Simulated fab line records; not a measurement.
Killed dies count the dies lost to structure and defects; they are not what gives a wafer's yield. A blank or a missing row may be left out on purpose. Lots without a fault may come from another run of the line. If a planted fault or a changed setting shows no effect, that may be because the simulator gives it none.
Struck lot and sound lot, side by side :: flow gf180mcu :: 14 out of 602 route steps
Sound: wafers L369.2, L369.4, L369.5. The struck wafers were L384.1, L384.3, L384.4. At the end, the cause is stated.
Each step with rows lists, per side, the tool, then ch with its chambers, then its first start. Under that, the readings that differ: sound wafers :: struck wafers :: difference of the means :: sigmas: that difference in standard deviations of wafers without a fault.
alike: readings with means less than 2 such deviations apart, plus words and numbers identical on both sides. not compared: withheld readings, readings lacking a value on some wafer, bounds such as >300 that could conceal the same value, and numbers that have no deviation in the record and whose values overlap.
The two part at a step that has a row with sigmas, a row that says differs or no value, or rows on one side only. Numbers that don't overlap but have no deviation are shown without sigmas and don't part them. Lack of a reading on every wafer of one side parts them only where that side has two or more wafers.

GF_V4_ETCH_17: etches SiO2 in C4F8/O2/Ar, stops on TiN, target depth 630 nm.
  sound: rie_diel-03 ch 1,2; struck: rie_diel-02 ch 0,1,3
  alike: oes_product_au
then, 3 steps without rows for these wafers: GF_V4_STRIP_18 (strips in O2/N2); GF_V4_STRIP_19 (strips in post etch residue remover, time 1200 s); GF_V4_CLEAN_20 (cleans in DIW).
GF_V4_SPUTTER_21: material Ti, target thk 15 nm, time 80.02 s.
  sound on pvd_sputter-01 at day 25 12:24; struck on pvd_sputter-01 at day 30 03:39
  alike: cathode_dc_power_W, chamber_pressure_pa, throttle_valve_pct
GF_V4_SPUTTER_22: material TiN, target thk 10 nm, time 40 s.
  sound on pvd_sputter-01 at day 25 12:28; struck on pvd_sputter-01 at day 30 03:43
  alike: cathode_dc_power_W, chamber_pressure_pa, throttle_valve_pct
then, 1 step without rows for these wafers: GF_V4_CVD_23 (deposits W, target thk 350 nm, time 104.9 s).
GF_V4_RS_MEAS_24: the measuring method here is four-point-probe.
  sound on film_metro-04 at day 25 12:38; struck on film_metro-02 at day 30 03:52
  alike: V4_W_RS
GF_V4_THK_MEAS_25: measures by xrf.
  sound on film_metro-04 at day 25 12:45; struck on film_metro-02 at day 30 03:59
  alike: V4_W_THK
then, 1 step without rows for these wafers: GF_V4_CMP_26 (polishes, stops on SiO2, t overpolish 15 s, target thk 0 nm).
GF_MIM_SPUTTER_00: material Ti, target thk 37.5 nm, time 150 s.
  sound on pvd_sputter-02 at day 25 13:06; struck on pvd_sputter-03 at day 30 04:20
  alike: cathode_dc_power_W, chamber_pressure_pa, throttle_valve_pct
GF_MIM_SPUTTER_01: material TiN, target thk 30 nm, time 25 s.
  sound on pvd_sputter-02 at day 25 13:12; struck on pvd_sputter-03 at day 30 04:26
  alike: cathode_dc_power_W, chamber_pressure_pa, throttle_valve_pct
GF_MIM_SPUTTER_02: material AlCu, target thk 450 nm, time 23.9 s.
  sound on pvd_sputter-02 at day 25 13:14; struck on pvd_sputter-03 at day 30 04:29
  no value came back on the struck wafers for cathode_dc_power_W (W), chamber_pressure_pa (Pa), throttle_valve_pct (%); on the sound wafers cathode_dc_power_W (W) reads 10599 10602 10599
then, 1 step without rows for these wafers: GF_MIM_SPUTTER_03 (material Ti, target thk 10 nm, time 6.7 s).

== WHERE THEY PART ==
GF_MIM_SPUTTER_02 only, going by this record.

WHY: whatever the simulator had introduced
Beginning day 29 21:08, the whole step at GF_MIM_SPUTTER_02 was skipped on pvd_sputter-03. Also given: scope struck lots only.
